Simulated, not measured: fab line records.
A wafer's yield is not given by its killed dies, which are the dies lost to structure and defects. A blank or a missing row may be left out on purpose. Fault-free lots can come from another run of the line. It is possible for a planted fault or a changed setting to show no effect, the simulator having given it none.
Shared-tool check    flow sky130    Lots sampled 11, wafers sampled 33

## THE REASON FOR OPENING IT
At SKY_VT_ADJUST_PCH_TW_MEAS_10 the reading VT_ADJUST_PCH_TW is flagged on 4 of 11 lots. Wafers without a fault read 142.0, standard deviation 1.4.
Rule: a lot is flagged in two cases, either no wafer of it has a number, or all its wafers with numbers fall more than 4 standard deviations from that mean. All remaining lots are regarded as sound.

lot   measured      on             VT_ADJUST_PCH_TW, wafer by wafer  flag
L296  day 10 11:34  film_metro-03  140.8 140.2 141.3                 
L297  day 10 18:40  film_metro-04  141.9 142.8 142.9                 
L298  day 11 02:44  film_metro-02  143.2 143.6 143.6                 
L299  day 11 06:17  film_metro-02  143.3 143.3 143.1                 
L301  day 11 17:34  film_metro-03  140.5 141.2 140.4                 
L300  day 11 21:45  film_metro-03  140.6 140.1 140.9                 
L302  day 12 06:52  film_metro-04  144.5 143.9 143.7                 
L303  day 12 16:19  film_metro-04  204.0 203.6 203.4                 FLAGGED
L304  day 13 08:44  film_metro-02  200.8 202.3 201.0                 FLAGGED
L305  day 13 09:37  film_metro-02  202.8 202.2 202.9                 FLAGGED
L306  day 14 01:12  film_metro-03  198.6 198.6 200.1                 FLAGGED
The mean of the flagged lots' numbers is 201.7, +59.7 from the usual (+43 standard deviations).

## EACH LOT AND THE TOOL IT RAN ON
The record holds 1 process step before the reading, out of a route of 708 steps. Cell contents, in order: the tool; ch with the chambers the sampled wafers went through; the start.
lot   flag     SKY_VT_ADJUST_PCH_IMPLANT_08
L296           implanter-01 ch 0, day 10 11:19
L297           implanter-04 ch 0, day 10 18:25
L298           implanter-04 ch 0, day 11 02:29
L299           implanter-03 ch 0, day 11 06:04
L301           implanter-01 ch 0, day 11 17:19
L300           implanter-04 ch 0, day 11 21:32
L302           implanter-01 ch 0, day 12 06:37
L303  FLAGGED  implanter-03 ch 0, day 12 16:04
L304  FLAGGED  implanter-04 ch 0, day 13 08:29
L305  FLAGGED  implanter-04 ch 0, day 13 09:22
L306  FLAGGED  implanter-01 ch 0, day 14 01:00
What the steps here do:
- SKY_VT_ADJUST_PCH_IMPLANT_08
- SKY_VT_ADJUST_PCH_TW_MEAS_10

## FLAGGED AGAINST TOTAL, ONE TOOL AT A TIME (gauges that did the reading follow at the end)
step                          tool           lots run  flagged  share of the flagged lots  sound lots run after its first flagged lot
SKY_VT_ADJUST_PCH_IMPLANT_08  implanter-01   4         1        some                       0
SKY_VT_ADJUST_PCH_IMPLANT_08  implanter-03   2         1        some                       0
SKY_VT_ADJUST_PCH_IMPLANT_08  implanter-04   5         2        some                       0
SKY_VT_ADJUST_PCH_TW_MEAS_10  film_metro-02  4         2        some                       0
SKY_VT_ADJUST_PCH_TW_MEAS_10  film_metro-03  4         1        some                       0
SKY_VT_ADJUST_PCH_TW_MEAS_10  film_metro-04  3         1        some                       0

## WHAT THE TABLE ALLOWS
No row of the table ran every flagged lot.

## WHAT THE SIMULATOR HAD PUT IN
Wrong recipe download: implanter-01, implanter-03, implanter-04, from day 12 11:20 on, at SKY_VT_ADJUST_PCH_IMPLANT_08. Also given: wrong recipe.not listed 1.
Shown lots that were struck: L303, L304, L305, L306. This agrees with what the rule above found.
